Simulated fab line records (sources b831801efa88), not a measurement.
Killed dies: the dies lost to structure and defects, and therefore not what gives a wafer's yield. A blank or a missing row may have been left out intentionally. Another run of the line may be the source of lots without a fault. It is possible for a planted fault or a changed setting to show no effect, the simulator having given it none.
Struck lot and sound lot, side by side    flow sky130    20 out of 708 route steps
Sound: the wafers L949.1, L949.5, L949.6. Wafers L956.1, L956.3, L956.4 were the ones struck. The cause comes at the end.
At each step with rows: each side's tool, then ch and its chambers, then its first start. Under that, the readings that differ: sound wafers    struck wafers    difference of the means    sigmas: that difference in standard deviations of wafers without a fault.
alike: readings with means less than 2 such deviations apart, plus words and numbers identical on both sides. not compared: withheld readings, readings lacking a value on some wafer, bounds such as >300 that could conceal the same value, and numbers that have no deviation in the record and whose values overlap.
The two part at a step that has a row with sigmas, a row that says differs or no value, or rows on one side only. Numbers that don't overlap but have no deviation are shown without sigmas and don't part them. A reading that every wafer of one side lacks parts them only if that side has two wafers or more.

SKY_LDD_HVP_OVL_MEAS_07:
  sound: overlay-01 at day 22 15:19; struck: overlay-01 at day 25 02:28
  alike: LDD_HVP_OVL
next, for these wafers, 1 step has no rows: SKY_LDD_HVP_IMPLANT_08.
SKY_LDD_HVP_STRIP_09: strips in O2/N2.
  sound on plasma_asher-01 ch 0,1, day 22 15:30; struck on plasma_asher-02 ch 0,1, day 25 02:39
  alike: drypump_motor_current_A, oes_product_au, strip_time_to_endpoint_s
  not compared: rf_hours_counter_h
SKY_LDD_HVP_TW_MEAS_10:
  sound: film_metro-04 at day 22 15:36; struck: film_metro-01 at day 25 02:45
  alike: LDD_HVP_TW
then, 7 steps without rows for these wafers: SKY_LDD_LDN_DEHYDRATE_00 (time 60 s); SKY_LDD_LDN_HMDS_01 (prime time 60 s); SKY_LDD_LDN_COAT_02 (resist thk 1140 nm); SKY_LDD_LDN_SOFTBAKE_03 (time 60 s); SKY_LDD_LDN_EXPOSE_04 (exposes mask LDNTM, target cd 700 nm); SKY_LDD_LDN_PEB_05; SKY_LDD_LDN_DEVELOP_06 (develop time 60 s).
SKY_LDD_LDN_OVL_MEAS_07:
  sound: overlay-02 at day 23 21:15; struck: overlay-02 at day 26 07:49
  alike: LDD_LDN_OVL
SKY_LDD_LDN_IMPLANT_08:
  sound on implanter-01 ch 0, day 23 21:17; struck on implanter-01 ch 0, day 26 07:51
reading                    sound              struck             difference  sigmas
implant_ion_amu            75 75 75           31 31 31           -44         
model.implant.rp_nm (nm)   13.12 13.12 13.12  22.45 22.45 22.45  +9.33       
model.implant.drp_nm (nm)  5.933 5.933 5.933  10.9 10.9 10.9     +5.0        
  alike: rotation_deg
then, 3 steps without rows for these wafers: SKY_LDD_LDN_IMPLANT_09; SKY_LDD_LDN_IMPLANT_10; SKY_LDD_LDN_IMPLANT_11.
SKY_LDD_LDN_STRIP_12: strips in O2/N2.
  sound on plasma_asher-02 ch 0,1, day 23 21:53; struck on plasma_asher-03 ch 0,1, day 26 08:27
  alike: drypump_motor_current_A, oes_product_au, strip_time_to_endpoint_s
  not compared: rf_hours_counter_h
SKY_LDD_LDN_TW_MEAS_13:
  sound: film_metro-04 at day 23 22:01; struck: film_metro-03 at day 26 08:36
reading     sound           struck          difference  sigmas
LDD_LDN_TW  1496 1488 1500  1406 1409 1410  -86         -10
then, 1 step without rows for these wafers: SKY_LDD_LDN_CLEAN_14 (cleans in SC1/SC2, time 150 s).
-- record jumps: 22 days separate the struck wafers' starts on either side; left off in module LDD_LDN, taken up again in module PAD_OPEN, whose first shown step is the route's number 708 --
SKY_PAD_OPEN_PROBE_99:
  sound: prober-01 at day 46 18:02; struck: prober-02 at day 48 08:29
reading                                      sound                    struck                   difference  sigmas
model.etest.tip_sonos.rs_ohm_sq              2647 2679 2723           1957 1938 1977           -726        
model.etest.sonos_uncharged.r_on_ohm_um      816.5 802.3 817.2        772.9 745.5 785.1        -44.2       
model.etest.sonos_programmed.off_log10_a_um  -13.95 -13.97 -13.91     -11.77 -12.13 -12.89     +1.68       
model.etest.sonos_programmed.vt_v (V)        1.511 1.52 1.56          1.248 1.366 1.307        -0.223      
model.etest.sonos_baked.vt_v (V)             1.027 1.021 1.043        0.7648 0.8396 0.811      -0.2252     
model.etest.sonos_uncharged.vt_v (V)         -0.4458 -0.4069 -0.4211  -0.5252 -0.5854 -0.5216  -0.1195     
  alike: killed_at_M0_to_M3, killed_at_M4_up, killed_at_contacts, killed_at_front_end, killed_at_other, killed_dies, killed_open, killed_short
  not compared: model.etest.sonos_erased.vt_v

== WHERE THEY PART ==
Only at SKY_LDD_LDN_TW_MEAS_13, as far as this record shows. Later steps at which nothing parts them and some readings are alike: SKY_PAD_OPEN_PROBE_99.

WHY: what the simulator had put in
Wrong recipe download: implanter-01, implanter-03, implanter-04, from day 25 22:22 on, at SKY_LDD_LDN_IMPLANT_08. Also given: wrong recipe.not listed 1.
